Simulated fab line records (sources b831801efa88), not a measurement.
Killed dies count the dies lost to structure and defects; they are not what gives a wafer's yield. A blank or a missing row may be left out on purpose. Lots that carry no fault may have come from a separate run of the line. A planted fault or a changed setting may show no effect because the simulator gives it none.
fab line records ; flow sky130
[record] lots = 12; wafers = 36; last-day = 51
route steps=708 shown LOCAL_INTERCONNECT@399 CONTACT@423 PAD_OPEN@708
lots untouched by any fault: they come from a run of this same line in which no faults occurred
start-h: start of the lot's first displayed wafer, in hours after the record's first day ; wait-h: hours since the lot's step before ; " repeats the value in the row above ; L1.1+2: one row covering several wafers at once ; - no value present, or no start provided ; * or withheld: withheld ; < > ~ a bound
route shown NAME@n: names a module that has steps shown in the file, with the first one's number in the route ; usual: mean/standard deviation taken from wafers without a fault ; same: alike in all rows ; chamber/n: place in a boat ; sites: readings site by site ; _std_site: standard deviation of those values ; _edge_site: mean of outer sites minus mean of inner sites ; radius-mm: for every site, how far away it sits from the centre of the wafer ; mask NAME#n: copy n ; behind: the last tool/chamber to shape the wafer ; hold: why the lot was held/for how many hours/how that ended ; device: the n, p or np transistor that did not switch ; end of line: tests run on the same wafers once the route is complete ; a step with no rows: only its recipe ; killed: dies lost to structure and defects at the first sort, not the wafer's yield ; map: the dies of a wafer, with x for killed, . for not killed, _ for no die there
set.NAME: the setting the step ran with; set.NAME@STEP: the setting that earlier step ran with ; model.NAME: the simulator's own value behind a step, which no gauge read
a sample of lots followed through the steps of the route, with each step as a table and each wafer as a row
services: a tool's chamber out of use, with start hour (start-h, from the record's first day; less than 0 if before it), hours out, and reason
[[steps]]
[step SKY_LOCAL_INTERCONNECT_OVL_MEAS_12]
[usual] LOCAL_INTERCONNECT_OVL = -3/4.6
lot.wafer;tool;chamber;start-h;wait-h;LOCAL_INTERCONNECT_OVL[nm]
L460.1;overlay-02;-;690.16;0.1;-5
L460.3;overlay-02;-;690.16;0.1;-2
L460.4;overlay-02;-;690.16;0.1;-1
L468.2;overlay-01;-;760.54;0.1;4
L468.5;overlay-01;-;760.54;0.1;-1
L468.6;overlay-01;-;760.54;0.1;2
L471.2;overlay-01;-;785.92;0.1;-1
L471.3;overlay-01;-;785.92;0.1;-1
L471.5;overlay-01;-;785.92;0.1;-1
L473.3;overlay-02;-;801.82;0.1;3
L473.5;overlay-02;-;801.82;0.1;-9
L473.6;overlay-02;-;801.82;0.1;0
L474.2;overlay-02;-;808.27;0.1;-10
L474.4;overlay-02;-;808.27;0.1;-10
L474.5;overlay-02;-;808.27;0.1;-5
L475.1;overlay-02;-;820.01;0.1;4
L475.2;overlay-02;-;820.01;0.1;-4
L475.6;overlay-02;-;820.01;0.1;4
L477.2;overlay-01;-;850.19;0.1;-4
L477.3;overlay-01;-;850.19;0.1;-6
L477.4;overlay-01;-;850.19;0.1;-7
L478.3;overlay-01;-;858.10;0.1;1
L478.5;overlay-01;-;858.10;0.1;-4
L478.6;overlay-01;-;858.10;0.1;0
L479.3;overlay-01;-;863.00;0.1;-8
L479.4;overlay-01;-;863.00;0.1;-10
L479.5;overlay-01;-;863.00;0.1;-9
L481.2;overlay-01;-;877.34;0.1;-10
L481.5;overlay-01;-;877.34;0.1;-12
L481.6;overlay-01;-;877.34;0.1;-13
L480.1;overlay-02;-;878.36;0.1;2
L480.2;overlay-02;-;878.36;0.1;5
L480.4;overlay-02;-;878.36;0.1;4
L483.1;overlay-02;-;918.39;0.1;7
L483.2;overlay-02;-;918.39;0.1;-1
L483.4;overlay-02;-;918.39;0.1;-5
[step SKY_CONTACT_ETCH_17]
[recipe] target = SiO2; chemistry = C4F8/O2/Ar; stop-on = Si3N4; mask-material = KrF-thick; source-w = 1500; bias-w = 1200; pressure-mtorr = 40; c4f8-flow-sccm = withheld; O2_flow_sccm = 6; Ar_flow_sccm = 300; time-s = withheld; target-depth-a = 3400
[usual] bias-w = 1200/3.2; oes-product-au = 0.892/0.0046
lot.wafer;tool;chamber;start-h;wait-h;bias-w;oes-product-au
L460.1;rie-diel-03;2;720.05;0.0;1199;0.885
L460.3;rie-diel-03;1;720.05;0.0;1201;0.886
L460.4;rie-diel-03;0;720.05;0.0;1205;0.888
L468.2;rie-diel-03;1;788.50;0.0;1199;0.893
L468.5;rie-diel-03;1;788.50;0.0;1202;0.903
L468.6;rie-diel-03;2;788.50;0.0;1196;0.889
L471.2;rie-diel-01;3;813.70;0.0;1198;0.889
L471.3;rie-diel-01;0;813.70;0.0;1194;0.889
L471.5;rie-diel-01;1;813.70;0.0;1199;0.893
L473.3;rie-diel-01;2;830.15;0.0;1198;0.897
L473.5;rie-diel-01;0;830.15;0.0;1207;0.891
L473.6;rie-diel-01;1;830.15;0.0;1203;0.893
L474.2;rie-diel-01;2;836.66;0.0;1203;0.898
L474.4;rie-diel-01;1;836.66;0.0;1199;0.893
L474.5;rie-diel-01;3;836.66;0.0;1193;0.887
L475.1;rie-diel-04;2;847.20;0.0;1202;0.895
L475.2;rie-diel-04;1;847.20;0.0;1206;0.890
L475.6;rie-diel-04;2;847.20;0.0;1201;0.898
L477.2;rie-diel-01;3;877.50;0.0;1203;0.897
L477.3;rie-diel-01;2;877.50;0.0;1195;0.895
L477.4;rie-diel-01;0;877.50;0.0;1200;0.891
L478.3;rie-diel-03;2;885.60;0.0;1201;0.888
L478.5;rie-diel-03;3;885.60;0.0;1194;0.890
L478.6;rie-diel-03;2;885.60;0.0;1205;0.891
L479.3;rie-diel-03;0;890.65;0.0;1197;0.894
L479.4;rie-diel-03;2;890.65;0.0;1204;0.894
L479.5;rie-diel-03;1;890.65;0.0;1204;0.894
L481.2;rie-diel-03;0;904.19;0.0;1205;0.884
L481.5;rie-diel-03;0;904.19;0.0;1202;0.884
L481.6;rie-diel-03;3;904.19;0.0;1198;0.890
L480.1;rie-diel-01;2;904.91;0.0;1204;0.901
L480.2;rie-diel-01;0;904.91;0.0;1195;0.888
L480.4;rie-diel-01;3;904.91;0.0;1197;0.892
L483.1;rie-diel-04;3;943.54;0.0;1200;0.889
L483.2;rie-diel-04;1;943.54;0.0;1199;0.897
L483.4;rie-diel-04;2;943.54;0.0;1201;0.887
[step SKY_CONTACT_ETCH_18]
[recipe] target = Si3N4; chemistry = CHF3/O2; stop-on = TiN; source-w = 600; bias-w = 200; pressure-mtorr = 40; chf3-flow-sccm = 50; O2_flow_sccm = 5; time-s = 39; target-depth-a = 750
[usual] bias-w = 200.0/0.58; drypump-motor-current-A = 5.6/0.39; oes-product-au = 0.853/0.0079; throttle-valve-pct = 8.793/0.0092
lot.wafer;tool;chamber;start-h;wait-h;bias-w;drypump-motor-current-A;oes-product-au;rf-hours-counter-h;throttle-valve-pct
L460.1;rie-diel-03;2;720;-;199.8;6.0;0.860;48;8.773
L460.3;rie-diel-03;1;720;-;200.0;5.7;0.856;16;8.786
L460.4;rie-diel-03;0;720;-;200.2;5.1;0.861;2;8.790
L468.2;rie-diel-03;1;788;-;381.1;5.7;0.844;18;8.777
L468.5;rie-diel-03;1;788;-;381.1;5.7;0.840;-;8.780
L468.6;rie-diel-03;2;788;-;199.9;6.0;0.840;-;8.784
L471.2;rie-diel-01;3;813;-;200.8;6.0;0.839;16;8.797
L471.3;rie-diel-01;0;813;-;200.2;5.2;0.846;13;8.791
L471.5;rie-diel-01;1;813;-;200.9;5.3;0.851;-;8.798
L473.3;rie-diel-01;2;830;-;200.6;5.1;0.847;9;8.814
L473.5;rie-diel-01;0;830;-;200.7;5.2;0.841;-;8.783
L473.6;rie-diel-01;1;830;-;199.5;5.2;0.861;-;8.804
L474.2;rie-diel-01;2;836;-;199.4;5.1;0.850;9;8.792
L474.4;rie-diel-01;1;836;-;200.6;5.2;0.859;14;8.800
L474.5;rie-diel-01;3;836;-;200.6;6.0;0.864;-;8.803
L475.1;rie-diel-04;2;847;-;200.3;5.5;0.847;12;8.799
L475.2;rie-diel-04;1;847;-;199.9;6.1;0.834;20;8.778
L475.6;rie-diel-04;2;847;-;199.2;5.5;0.850;-;8.790
L477.2;rie-diel-01;3;877;-;199.0;5.9;0.861;18;8.794
L477.3;rie-diel-01;2;877;-;199.3;5.1;0.837;10;8.793
L477.4;rie-diel-01;0;877;-;199.9;5.1;0.859;15;8.783
L478.3;rie-diel-03;2;885;-;201.1;6.0;0.856;4;8.791
L478.5;rie-diel-03;3;885;-;199.6;5.9;0.863;-;8.799
L478.6;rie-diel-03;2;885;-;201.2;6.0;0.854;-;8.788
L479.3;rie-diel-03;0;890;-;200.7;5.2;0.840;8;8.786
L479.4;rie-diel-03;2;890;-;200.5;6.0;0.857;4;8.781
L479.5;rie-diel-03;1;890;-;199.8;5.7;0.853;-;8.796
L481.2;rie-diel-03;0;904;-;199.3;5.1;0.848;9;8.800
L481.5;rie-diel-03;0;904;-;200.1;5.1;0.871;-;8.809
L481.6;rie-diel-03;3;904;-;198.6;5.8;0.860;-;8.792
L480.1;rie-diel-01;2;904;-;200.5;5.1;0.847;11;8.795
L480.2;rie-diel-01;0;904;-;199.1;5.2;0.846;17;8.792
L480.4;rie-diel-01;3;904;-;200.5;6.0;0.858;19;8.792
L483.1;rie-diel-04;3;943;-;200.8;6.1;0.845;11;8.785
L483.2;rie-diel-04;1;943;-;200.0;6.1;0.852;23;8.784
L483.4;rie-diel-04;2;943;-;200.2;5.5;0.854;14;8.783
[step SKY_CONTACT_STRIP_19]
[recipe] chemistry = O2/N2; power-w = 1400; pressure-mtorr = 1500; platen-temp-c = withheld; o2-flow-sccm = 3000; n2-flow-sccm = 300; overash-fraction = 0.5
[usual] drypump-motor-current-A = 5.7/0.52; oes-product-au = 0.381/0.0044; strip-time-to-endpoint-s = 3.62/0.03
lot.wafer;tool;chamber;start-h;wait-h;drypump-motor-current-A;oes-product-au;rf-hours-counter-h;strip-time-to-endpoint-s
L460.1;plasma-asher-04;0;720.14;-;5.3;0.372;91;3.63
L460.3;plasma-asher-04;1;720.14;-;5.3;0.380;-;3.64
L460.4;plasma-asher-04;0;720.14;-;5.4;0.372;-;3.60
L468.2;plasma-asher-03;1;788.59;-;5.3;0.366;35;3.41
L468.5;plasma-asher-03;0;788.59;-;6.1;0.379;-;3.42
L468.6;plasma-asher-03;1;788.59;-;5.3;0.379;-;3.60
L471.2;plasma-asher-03;0;813.79;-;6.0;0.379;38;3.65
L471.3;plasma-asher-03;0;813.79;-;6.0;0.386;-;3.64
L471.5;plasma-asher-03;0;813.79;-;6.0;0.378;-;3.59
L473.3;plasma-asher-04;0;830.27;-;5.3;0.380;-;3.66
L473.5;plasma-asher-04;0;830.27;-;5.3;0.377;-;3.59
L473.6;plasma-asher-04;1;830.27;-;5.3;0.379;-;3.55
L474.2;plasma-asher-04;0;836.75;-;5.3;0.389;102;3.67
L474.4;plasma-asher-04;0;836.75;-;5.3;0.386;-;3.60
L474.5;plasma-asher-04;0;836.75;-;5.3;0.385;-;3.66
L475.1;plasma-asher-03;0;847.29;-;6.1;0.379;42;3.58
L475.2;plasma-asher-03;1;847.29;-;5.3;0.380;42;3.59
L475.6;plasma-asher-03;0;847.29;-;6.0;0.384;-;3.58
L477.2;plasma-asher-04;0;877.59;-;5.4;0.378;106;3.62
L477.3;plasma-asher-04;1;877.59;-;5.3;0.380;-;3.68
L477.4;plasma-asher-04;0;877.59;-;5.4;0.379;-;3.65
L478.3;plasma-asher-01;0;885.72;-;6.7;0.375;-;3.59
L478.5;plasma-asher-01;1;885.72;-;5.7;0.383;-;3.61
L478.6;plasma-asher-01;0;885.72;-;6.7;0.381;-;3.57
L479.3;plasma-asher-01;0;890.77;-;6.7;0.388;-;3.58
L479.4;plasma-asher-01;1;890.77;-;5.7;0.377;-;3.61
L479.5;plasma-asher-01;0;890.77;-;6.7;0.376;-;3.65
L481.2;plasma-asher-04;1;904.28;-;5.3;0.383;109;3.57
L481.5;plasma-asher-04;1;904.28;-;5.3;0.376;-;3.58
L481.6;plasma-asher-04;0;904.28;-;5.3;0.379;-;3.64
L480.1;plasma-asher-01;1;905.00;-;5.7;0.382;16;3.65
L480.2;plasma-asher-01;0;905.00;-;6.7;0.377;16;3.61
L480.4;plasma-asher-01;1;905.00;-;5.6;0.379;-;3.65
L483.1;plasma-asher-03;1;943.63;-;5.3;0.386;52;3.65
L483.2;plasma-asher-03;0;943.63;-;6.1;0.381;52;3.67
L483.4;plasma-asher-03;0;943.63;-;6.0;0.381;-;3.63
[step SKY_CONTACT_CVD_24]
[recipe] material = W; target-thk-nm = 340; time-s = 102.12; temp-c = 400; pressure-torr = 40
[usual] heater-power-w = 870/94
lot.wafer;tool;chamber;start-h;wait-h;heater-power-w
L460.1;cvd-w-01;1;720.80;0.0;960
L460.3;cvd-w-01;0;720.80;0.0;1013
L460.4;cvd-w-01;1;720.80;0.0;948
L468.2;cvd-w-02;1;789.24;0.0;724
L468.5;cvd-w-02;0;789.24;0.0;891
L468.6;cvd-w-02;1;789.24;0.0;747
L471.2;cvd-w-02;0;814.47;0.0;907
L471.3;cvd-w-02;0;814.47;0.0;883
L471.5;cvd-w-02;0;814.47;0.0;890
L473.3;cvd-w-01;1;830.93;0.1;954
L473.5;cvd-w-01;1;830.93;0.1;938
L473.6;cvd-w-01;0;830.93;0.1;1009
L474.2;cvd-w-02;0;837.41;0.0;858
L474.4;cvd-w-02;0;837.41;0.0;875
L474.5;cvd-w-02;1;837.41;0.0;763
L475.1;cvd-w-01;0;848.35;0.0;993
L475.2;cvd-w-01;1;848.35;0.0;955
L475.6;cvd-w-01;1;848.35;0.0;971
L477.2;cvd-w-01;1;878.24;0.0;966
L477.3;cvd-w-01;1;878.24;0.0;965
L477.4;cvd-w-01;0;878.24;0.0;1011
L478.3;cvd-w-01;1;886.38;0.1;947
L478.5;cvd-w-01;0;886.38;0.1;1008
L478.6;cvd-w-01;1;886.38;0.1;950
L479.3;cvd-w-02;0;891.43;0.1;885
L479.4;cvd-w-02;1;891.43;0.1;770
L479.5;cvd-w-02;1;891.43;0.1;778
L481.2;cvd-w-02;1;904.98;0.0;754
L481.5;cvd-w-02;1;904.98;0.0;741
L481.6;cvd-w-02;0;904.98;0.0;897
L480.1;cvd-w-02;1;905.70;0.0;757
L480.2;cvd-w-02;0;905.70;0.0;869
L480.4;cvd-w-02;1;905.70;0.0;745
L483.1;cvd-w-02;1;944.29;0.0;767
L483.2;cvd-w-02;0;944.29;0.0;895
L483.4;cvd-w-02;0;944.29;0.0;901
[step SKY_PAD_OPEN_PROBE_99]
[usual] killed_at_M0_to_M3 = 44/7.2; killed_at_M4_up = 3.1/1.7; killed-at-contacts = 24/5.2; killed-at-front-end = 15/4.1; killed-at-other = 0.3/0.61; killed-dies = 87/10; killed-open = 48/7.5; killed-short = 39/6.6
[same] gross-dies = 492; killed-at-back-side = 0
lot.wafer;tool;chamber;start-h;wait-h;killed_at_M0_to_M3;killed_at_M4_up;killed-at-contacts;killed-at-front-end;killed-at-other;killed-dies;killed-open;killed-short
L471.2;prober-02;-;1135.25;0.1;42;9;24;12;0;87;48;38
L471.3;prober-02;-;1135.30;0.2;42;4;33;14;0;93;59;34
L471.5;prober-02;-;1135.40;0.2;40;1;24;27;0;92;55;37
L473.3;prober-02;-;1145.88;0.2;38;0;24;11;1;74;49;25
L473.5;prober-02;-;1145.98;0.2;39;5;21;12;1;78;38;40
L473.6;prober-02;-;1146.03;0.2;35;2;21;15;0;73;38;33
L474.2;prober-01;-;1149.44;0.1;38;3;26;15;0;82;43;37
L474.4;prober-01;-;1149.54;0.2;47;0;15;20;0;82;45;37
L474.5;prober-01;-;1149.59;0.2;43;4;18;15;0;80;43;37
L478.3;prober-01;-;1182.80;0.2;57;5;15;10;0;87;50;36
L478.5;prober-01;-;1182.90;0.2;44;5;27;17;0;93;52;40
L478.6;prober-01;-;1182.95;0.2;46;8;24;12;0;90;43;45
// killed by level:class
L471.2 LI_CONTACT:geometric-particle:open=9 VIA1:geometric-particle:open=9 CONTACT:geometric-particle:open=7 VIA3:geometric-particle:open=6 METAL1:geometric-particle:short=5 VIA1:geometric-particle:short=5 METAL2:geometric-particle:short=5 METAL4:geometric-particle:short=5
L471.3 VIA1:geometric-particle:open=14 CONTACT:geometric-particle:open=13 LI_CONTACT:geometric-particle:open=8 VIA2:geometric-particle:open=7 VIA3:geometric-particle:open=6 FIELD_ISO:geometric-particle:open=4 CONTACT:geometric-particle:short=4 METAL2:geometric-particle:short=4
L471.5 VIA1:geometric-particle:open=15 FIELD_ISO:geometric-particle:open=13 LI_CONTACT:geometric-particle:open=8 CONTACT:geometric-particle:open=8 FIELD_ISO:geometric-particle:short=7 POLY_GATE:geometric-particle:short=6 METAL2:geometric-particle:short=5 VIA2:geometric-particle:open=4
L473.3 CONTACT:geometric-particle:open=10 VIA1:geometric-particle:open=9 VIA2:geometric-particle:open=8 LI_CONTACT:geometric-particle:open=7 VIA3:geometric-particle:open=6 METAL3:geometric-particle:short=5 FIELD_ISO:geometric-particle:open=4 CONTACT:geometric-particle:short=4
L473.5 VIA2:geometric-particle:open=7 VIA1:geometric-particle:open=7 METAL2:geometric-particle:short=7 LOCAL_INTERCONNECT:geometric-particle:short=6 LI_CONTACT:geometric-particle:open=6 FIELD_ISO:geometric-particle:short=5 METAL4:geometric-particle:short=5 CONTACT:geometric-particle:open=5
L473.6 VIA1:geometric-particle:open=9 VIA3:geometric-particle:open=7 LI_CONTACT:geometric-particle:open=6 POLY_GATE:geometric-particle:open=5 CONTACT:geometric-particle:open=5 CONTACT:geometric-particle:short=5 VIA2:geometric-particle:short=5 POLY_GATE:geometric-particle:short=4
L474.2 CONTACT:geometric-particle:open=11 VIA3:geometric-particle:open=10 VIA2:geometric-particle:open=6 CONTACT:geometric-particle:short=5 FIELD_ISO:geometric-particle:open=4 SPACER:geometric-particle:short=4 LOCAL_INTERCONNECT:geometric-particle:short=4 METAL1:geometric-particle:short=4
L474.4 VIA1:geometric-particle:open=14 METAL2:geometric-particle:short=10 POLY_GATE:geometric-particle:open=6 CONTACT:geometric-particle:open=6 METAL1:geometric-particle:short=6 POLY_GATE:geometric-particle:short=5 VIA2:geometric-particle:open=4 FIELD_ISO:geometric-particle:open=3
L474.5 METAL1:geometric-particle:short=9 CONTACT:geometric-particle:open=7 VIA1:geometric-particle:open=7 POLY_GATE:geometric-particle:open=6 VIA2:geometric-particle:open=6 METAL2:geometric-particle:short=5 LI_CONTACT:geometric-particle:open=4 VIA1:geometric-particle:short=4
L478.3 VIA1:geometric-particle:open=12 METAL2:geometric-particle:short=9 METAL1:geometric-particle:short=8 VIA3:geometric-particle:open=7 CONTACT:geometric-particle:open=5 METAL2:geometric-particle:open=5 LI_CONTACT:geometric-particle:open=4 VIA1:geometric-particle:short=4
L478.5 CONTACT:geometric-particle:open=11 VIA1:geometric-particle:open=10 METAL2:geometric-particle:short=8 VIA3:geometric-particle:open=8 VIA2:geometric-particle:open=7 LI_CONTACT:geometric-particle:open=6 LI_CONTACT:geometric-particle:short=5 METAL4:geometric-particle:short=5
L478.6 CONTACT:geometric-particle:open=10 METAL2:geometric-particle:short=8 VIA1:geometric-particle:open=7 VIA2:geometric-particle:open=6 METAL3:geometric-particle:short=5 VIA3:geometric-particle:open=5 CONTACT:geometric-particle:short=4 METAL1:geometric-particle:short=4
[[services]]
tool;chamber;start-h;hours;kind
rie-diel-03;-;712.80;0.2;repair
cvd-w-02;1;719.09;2.2;repair
plasma-asher-04;-;731.44;1.1;repair
plasma-asher-01;-;733.75;9.0;pm
rie-diel-03;2;746.97;-;clean
rie-diel-03;2;746.97;17.1;scheduled-down
rie-diel-03;2;746.97;17.1;vent-cycle
cvd-w-02;-;748.48;2.5;repair
rie-diel-01;2;757.74;1.7;repair
plasma-asher-04;-;779.03;14.6;pm
rie-diel-03;3;783.43;-;clean
rie-diel-03;3;783.43;26.2;scheduled-down
rie-diel-03;3;783.43;26.2;vent-cycle
rie-diel-01;1;800.78;4.7;repair
cvd-w-01;1;824.63;4.0;repair
cvd-w-02;-;839.34;14.6;pm
cvd-w-02;-;878.19;2.8;pm
cvd-w-01;-;904.09;14.0;pm
rie-diel-03;2;912.22;7.2;repair
plasma-asher-03;-;912.49;2.8;pm
rie-diel-04;2;918.50;6.0;repair
cvd-w-02;1;926.04;11.0;repair
rie-diel-01;3;931.31;23.7;repair
plasma-asher-04;-;932.23;0.7;repair
[[key]]
[first-sign] step = SKY_CONTACT_ETCH_18; reading = bias-w; direction = up; sigmas = 99+; usual = 200.0; struck = 381.1
[effect] step = SKY_CONTACT_STRIP_19; reading = strip-time-to-endpoint-s; direction = down; sigmas = 6.7; usual = *; struck = *
met-at SKY_CONTACT_ETCH_18
struck-lots L468
struck-wafers L468.2,L468.5
tester-left-out L468
not-acting-at SKY_LOCAL_INTERCONNECT_OVL_MEAS_12,SKY_CONTACT_ETCH_17,SKY_CONTACT_CVD_24
onset-between 720 788
[fault] kind = process-parameter-drift; tool = rie-diel-03; chamber = 1; onset-h = 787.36; steps = SKY_CONTACT_ETCH_18; channel = bias-w; offset = 181.18; shape = step; end-h = 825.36; acts-in = these-recipes-only; stated = 200
// tester-left-out: of these lots the tester's yield and bins aren't shown, on N5 and GAA mostly nor the transistor test; their killed dies are dies lost to structure and defects alone, not to doping, threshold or leakage, so they don't give the yield
